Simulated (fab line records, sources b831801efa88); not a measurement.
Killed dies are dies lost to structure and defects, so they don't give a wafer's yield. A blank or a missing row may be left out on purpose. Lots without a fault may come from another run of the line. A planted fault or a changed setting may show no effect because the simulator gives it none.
Tool commonality check | flow gf180mcu | 12 lots, 36 wafers sampled

WHY IT WAS OPENED
At GF_PSD_RS_MEAS_14 the reading NSD_RS is flagged on 3 of 12 lots. Wafers without a fault read 46.09 ohm/sq, standard deviation 0.087.
Rule: a lot is flagged when every wafer of it that has a number lies more than 4 standard deviations from that mean, or none has a number. The other lots count as sound.

lot  | measured     | on            | NSD_RS (ohm/sq), wafer by wafer | flag
L499 | day 14 15:38 | film_metro-03 | 46.14 46.11 46.10               |
L500 | day 14 16:14 | film_metro-03 | 45.95 46.13 46.03               |
L501 | day 15 06:54 | film_metro-03 | 46.15 46.24 46.12               |
L502 | day 15 21:45 | film_metro-03 | 46.13 46.11 46.03               |
L504 | day 16 16:43 | film_metro-03 | 46.10 46.18 46.28               |
L506 | day 16 23:39 | film_metro-01 | 46.11 46.15 46.00               |
L507 | day 17 12:49 | film_metro-03 | 46.04 46.06 46.21               |
L512 | day 19 08:42 | film_metro-03 | 40.82 40.84 40.78               | FLAGGED
L514 | day 20 09:41 | film_metro-04 | 46.11 46.25 46.05               |
L516 | day 20 15:15 | film_metro-04 | 40.67 40.64 40.65               | FLAGGED
L519 | day 21 15:36 | film_metro-01 | 46.14 46.13 46.10               |
L521 | day 22 08:28 | film_metro-01 | 40.80 40.79 40.86               | FLAGGED
The numbers of the flagged lots are 40.76 ohm/sq on average: -5.33 ohm/sq against the usual, or -61 standard deviations.

WHICH TOOL RAN EACH LOT
The record holds 2 process steps before the reading, out of a route of 602 steps. In each cell: the tool, then ch and the chambers that the sampled wafers went through, then the start.
lot  | flag    | GF_NSD_IMPLANT_10               | GF_NSD_STRIP_11
L499 |         | implanter-04 ch 0, day 13 18:26 | plasma_asher-01 ch 0,1, day 13 18:34
L500 |         | implanter-02 ch 0, day 13 18:57 | plasma_asher-01 ch 0,1, day 13 19:05
L501 |         | implanter-04 ch 0, day 14 09:17 | plasma_asher-01 ch 0,1, day 14 09:26
L502 |         | implanter-02 ch 0, day 14 23:35 | plasma_asher-02 ch 0,1, day 14 23:44
L504 |         | implanter-02 ch 0, day 15 17:51 | plasma_asher-02 ch 0,1, day 15 17:59
L506 |         | implanter-04 ch 0, day 16 00:37 | plasma_asher-01 ch 1, day 16 00:46
L507 |         | implanter-04 ch 0, day 16 13:23 | plasma_asher-04 ch 0,1, day 16 13:32
L512 | FLAGGED | implanter-04 ch 0, day 18 08:07 | plasma_asher-02 ch 0,1, day 18 08:38
L514 |         | implanter-02 ch 0, day 19 08:11 | plasma_asher-02 ch 1, day 19 08:19
L516 | FLAGGED | implanter-04 ch 0, day 19 14:24 | plasma_asher-01 ch 1, day 19 14:50
L519 |         | implanter-01 ch 0, day 20 15:08 | plasma_asher-04 ch 0,1, day 20 15:17
L521 | FLAGGED | implanter-02 ch 0, day 21 08:03 | plasma_asher-02 ch 0,1, day 21 08:29
What these steps do:
- GF_NSD_IMPLANT_10
- GF_NSD_STRIP_11: strips in O2/N2.
- GF_PSD_RS_MEAS_14: measures by four-point-probe.

FLAGGED OVER TOTAL, TOOL BY TOOL (the gauges that took the reading come last)
step              | tool            | lots run | flagged | share of the flagged lots | sound lots run after its first flagged lot
GF_NSD_IMPLANT_10 | implanter-01    | 1        | 0       | none                      | -
GF_NSD_IMPLANT_10 | implanter-02    | 5        | 1       | some                      | 0
GF_NSD_IMPLANT_10 | implanter-04    | 6        | 2       | some                      | 0
GF_NSD_STRIP_11   | plasma_asher-01 | 5        | 1       | some                      | 0
GF_NSD_STRIP_11   | plasma_asher-02 | 5        | 2       | some                      | 1 (L514)
GF_NSD_STRIP_11   | plasma_asher-04 | 2        | 0       | none                      | -
GF_PSD_RS_MEAS_14 | film_metro-01   | 3        | 1       | some                      | 0
GF_PSD_RS_MEAS_14 | film_metro-03   | 7        | 1       | some                      | 0
GF_PSD_RS_MEAS_14 | film_metro-04   | 2        | 1       | some                      | 0

WHAT THE TABLE ALLOWS
No row of the table ran every flagged lot.

WHAT THE SIMULATOR HAD PUT IN
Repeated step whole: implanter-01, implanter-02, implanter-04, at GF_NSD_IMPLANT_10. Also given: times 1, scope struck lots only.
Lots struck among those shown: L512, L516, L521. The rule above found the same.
